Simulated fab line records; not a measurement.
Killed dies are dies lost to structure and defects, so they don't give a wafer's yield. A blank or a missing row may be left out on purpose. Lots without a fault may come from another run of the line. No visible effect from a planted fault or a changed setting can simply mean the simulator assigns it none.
Which tool is to blame? | flow sky130 | 18 wafers from 6 lots sampled at 2 of the route's 708 steps

## WHAT THE GAUGES SHOWED, per wafer
SKY_VT_ADJUST_NCORE_OVL_MEAS_08.
lot  | measured     | on         | VT_ADJUST_NCORE_OVL (nm)
L625 | day 8 20:34  | overlay-01 | -2.6 -0.8 -0.3
L634 | day 11 21:22 | overlay-02 | 135.3 135.4 133.0
L637 | day 12 13:10 | overlay-01 | 1.3 1.2 1.5
L640 | day 13 04:29 | overlay-01 | -0.4 -2.0 -1.2
L642 | day 13 22:06 | overlay-02 | 0.3 0.3 0.0
L644 | day 14 11:06 | overlay-02 | 1.2 0.5 0.0

## WHAT TOOL EACH LOT RAN ON (gives the tool, then ch and the chambers of the sampled wafers, and finally the start)
lot  | SKY_VT_ADJUST_NCORE_EXPOSE_04
L625 | iline-stepper-01 ch 0, day 8 09:46
L634 | iline-stepper-02 ch 0, day 11 09:04
L637 | iline-stepper-01 ch 0, day 12 00:34
L640 | iline-stepper-01 ch 0, day 12 16:40
L642 | iline-stepper-01 ch 0, day 13 09:38
L644 | iline-stepper-01 ch 0, day 13 22:20
- SKY_VT_ADJUST_NCORE_EXPOSE_04: exposes mask LVTN COMPLEMENT THIN, target cd 380 nm.

## THE ANSWER, worked out from the rows above alone
Rule: the usual values come from the lots themselves. The widest of any qualifying gaps counts: lots, ordered by their means at a reading, are off when they make up no more than a third of the lots, leave a main group of 4 or more, and stand apart from it by 3 or more times the standard deviation of that group's means. If all means in a main group match to the digits the tables above print for the reading, that group is not used. Also off: a lot with no number at a reading for which 4 or more lots have one. The other lots that the step has rows for count as sound.
Off: at SKY_VT_ADJUST_NCORE_OVL_MEAS_08 (VT_ADJUST_NCORE_OVL), L634. The main group: mean -0.1 nm, standard deviation 1.
If a tool, at a process step before that reading, ran all the lots that are off and no sound lot after the first of them, it fits. Gauges at SKY_VT_ADJUST_NCORE_OVL_MEAS_08: tried the same way as those tools. One candidate fits, namely iline-stepper-02 at SKY_VT_ADJUST_NCORE_EXPOSE_04. It ran no sound lot before its first lot that is off in this sample, so the start can't be narrowed down.

## WHAT WAS PUT IN BY THE SIMULATOR
Scanner matching overlay: iline-stepper-02, from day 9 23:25 on, at SKY_VT_ADJUST_NCORE_EXPOSE_04. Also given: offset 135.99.
Shown lots that were struck: L634. The rule given above showed the same thing.
